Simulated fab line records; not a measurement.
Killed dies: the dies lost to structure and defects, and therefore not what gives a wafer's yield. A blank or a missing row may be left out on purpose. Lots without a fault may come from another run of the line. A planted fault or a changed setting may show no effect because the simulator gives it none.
8D (eight disciplines) problem report, filled in by code | flow sky130 | the parts of the form that need people (team, actions taken, sign-off) are left out

1. THE ISSUE
At SKY_LDD_LDN_IMPLANT_08, dose-ions-cm2 averages 1.1266e+13 over 6 wafers from 2 lots, while fault-free wafers read 1.2501e+13, standard deviation 1.2e+10. That is -99 or more standard deviations from the usual mean.
First seen on wafer L159.1, day 27 09:42, on implanter-03. Wafers with a number at this step in the record: 39, from 13 lots. Rule for "out" (also "out of limits"): further than 4 standard deviations from the usual mean. All remaining wafers that have a number are taken as sound.

2. WHAT THIS IS AND IS NOT
question                    | is                     | is not
which readings at this step | dose-ions-cm2          | -
which lots                  | L159, L160             | L148, L149, L150, L152, L155, L157, L158, L165, L167, L168, L169
which wafers of those lots  | all that have a number | -
read on which tools         | implanter-03           | implanter-01, implanter-04
when                        | from day 27 09:42      | up to then (21 sound wafers); but 12 sound wafers of L165, L167, L168, L169 came after

3. THE SUSPECTS, EACH WITH WHAT RULES IT OUT
Counting: a tool stays on the suspect list if, at a process step up to the reading, it processed all lots that are out and no sound lot following the first of them.
- implanter-03 at SKY_LDD_LDN_IMPLANT_08: ruled out as a lasting fault. The sound lots L169 went through it after L159, its earliest lot that is out (day 27 09:42).
Left after counting: nothing in the record.

4. THE CAUSE (what the simulator had put in)
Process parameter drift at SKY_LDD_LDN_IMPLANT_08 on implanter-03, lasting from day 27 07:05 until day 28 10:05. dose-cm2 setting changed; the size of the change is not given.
Counting ruled it out, wrongly.

5. THE CHAIN OF EFFECTS, in route order
Each row: a reading where the mean over the struck wafers with a number is more than 3 standard deviations away from the usual. Only readings whose record carries a usual standard deviation are examined. hours: median over the lots of the time between each lot's start at the first step of this table that gives one and its start at this step. sigmas: the change, counted in usual standard deviations.
hours | step                   | reading            | usual      | on struck wafers | change      | sigmas
0     | SKY_LDD_LDN_IMPLANT_08 | dose-ions-cm2      | 1.2501e+13 | 1.1266e+13       | -1.2355e+12 | -99 or more
0     | SKY_LDD_LDN_IMPLANT_08 | faraday-current-uA | 70.3       | 63.1             | -7.2        | -5.1
Here are the process steps it includes:
- SKY_LDD_LDN_IMPLANT_08
Later measuring or inspecting steps at which every struck wafer that the step has a row for has a number for every such reading, and none has moved that far: SKY_SD_N_CD_MEAS_07.

6. HOW IT WOULD HAVE BEEN CAUGHT EARLIER
In this record no reading fell out of limits until day 27 09:42, 3 hours after the fault had begun at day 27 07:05.
